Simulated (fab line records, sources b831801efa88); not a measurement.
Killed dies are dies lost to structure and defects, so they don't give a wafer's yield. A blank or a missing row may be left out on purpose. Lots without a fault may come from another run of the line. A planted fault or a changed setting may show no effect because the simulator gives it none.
Chamber matching | flow gf180mcu | GF_V4_CMP_26 on cmp-02: 4 sister chambers
The step polishes, stops on SiO2, t overpolish 15 s, target thk 0 nm. 8 wafers are shown with their chamber, then 9 later ones without.

WAFERS WITH THEIR CHAMBER
wafer  | chamber | motor_current_A (A) | time_to_endpoint_s (s)
L712.1 | 2       | 11.2                | 84
L712.2 | 1       | 10.2                | 86
L713.3 | 2       | 11.4                | 80
L713.4 | 3       | 10.3                | 83
L713.5 | 3       | 10.3                | 83
L714.1 | 1       | 10.1                | 87
L714.4 | 0       | 10.3                | 83
L714.6 | 0       | 10.6                | 85

WAFERS WITHOUT THEIR CHAMBER
wafer  | motor_current_A (A) | time_to_endpoint_s (s)
L716.3 | 10.3                | 90
L716.5 | 9.9                 | 87
L716.6 | 11.9                | 85
L718.2 | 9.5                 | 82
L718.5 | 11.7                | 85
L718.6 | 10.3                | 85
L719.1 | 9.9                 | 91
L719.2 | 10.5                | 82
L719.5 | 10.2                | 92

WHICH CHAMBER EACH WENT THROUGH
wafer  | from the rows above          | in truth
L716.3 | can't be placed: 1 or 0 or 3 | 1
L716.5 | can't be placed: 1 or 3      | 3
L716.6 | 2                            | 2
L718.2 | can't be placed: 1 or 3 or 0 | 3
L718.5 | 2                            | 2
L718.6 | can't be placed: 3 or 0 or 1 | 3
L719.1 | 1                            | 1
L719.2 | can't be placed: 0 or 3      | 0
L719.5 | can't be placed: 1 or 0      | 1
Placed correctly: 3 of 9. Can't be placed from these rows: 6 (the true chamber is among the candidates in 6). Placed wrongly: 0.
How it was worked out, from the rows above alone: a wafer's distance from a chamber is the root of the sum, over the readings, of the square of ((its reading less the chamber's mean) divided by the reading's scatter). The wafer belongs to the nearest chamber; if the next one is less than 2 further off, it can't be placed. A chamber's mean is the mean of its shown wafers. The scatter: the root of (the sum of the squares of (reading less its chamber's mean) over the shown wafers, divided by (wafers less chambers)).
